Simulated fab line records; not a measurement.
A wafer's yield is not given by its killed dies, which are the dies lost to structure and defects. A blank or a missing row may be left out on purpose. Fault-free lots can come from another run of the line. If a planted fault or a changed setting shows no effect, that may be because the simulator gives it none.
Matching of chambers | flow gf180mcu | GF_CONTACT_CVD_02 on pecvd-04 has 3 sister chambers
The step deposits SiO2 from TEOS, target thk 860 nm, time 95.992 s. 14 wafers are shown with their chamber, then 7 later ones without.

== WAFERS PAIRED WITH THEIR CHAMBERS ==
wafer  | chamber | heater power w (W)
L616.1 | 0       | 651
L616.2 | 2       | 644
L616.3 | 1       | 627
L620.3 | 2       | 553
L620.4 | 0       | 585
L620.6 | 2       | 620
L623.1 | 1       | 615
L623.4 | 1       | 663
L623.5 | 0       | 581
L624.2 | 1       | 713
L624.5 | 0       | 579
L624.6 | 2       | 530
L626.2 | 0       | 718
L626.5 | 0       | 600

SIGNATURES, as means of the wafers listed above
reading        | chamber 0 | chamber 1 | chamber 2 | scatter within a chamber
heater power w | 619.00    | 654.50    | 586.75    | 52.2
Rule: for a wafer and a chamber, the distance is found by dividing, reading by reading, the gap between the wafer's reading and the chamber's mean by the reading's scatter, squaring, summing and taking the root. If the next closest chamber is less than 2 further off than the closest, the wafer can't be placed; otherwise it belongs to the closest. The scatter: the root of (the sum of the squares of (reading less its chamber's mean) over the shown wafers, divided by (wafers less chambers)).

== WAFERS MISSING THEIR CHAMBER ==
wafer  | heater power w (W)
L626.6 | 576
L628.1 | 670
L628.2 | 636
L628.4 | 718
L630.1 | 728
L630.2 | 735
L630.5 | 577

== WHICH CHAMBER EACH WENT THROUGH ==
wafer  | from the rows above          | in truth
L626.6 | can't be placed: 2 or 0 or 1 | 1
L628.1 | can't be placed: 1 or 0 or 2 | 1
L628.2 | can't be placed: 0 or 1 or 2 | 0
L628.4 | can't be placed: 1 or 0 or 2 | 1
L630.1 | can't be placed: 1 or 0 or 2 | 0
L630.2 | can't be placed: 1 or 0 or 2 | 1
L630.5 | can't be placed: 2 or 0 or 1 | 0
Correctly placed: 0 of 7. Cannot be placed on the basis of these rows: 7; the candidates contain the true chamber in 7. Placed wrongly: 0.
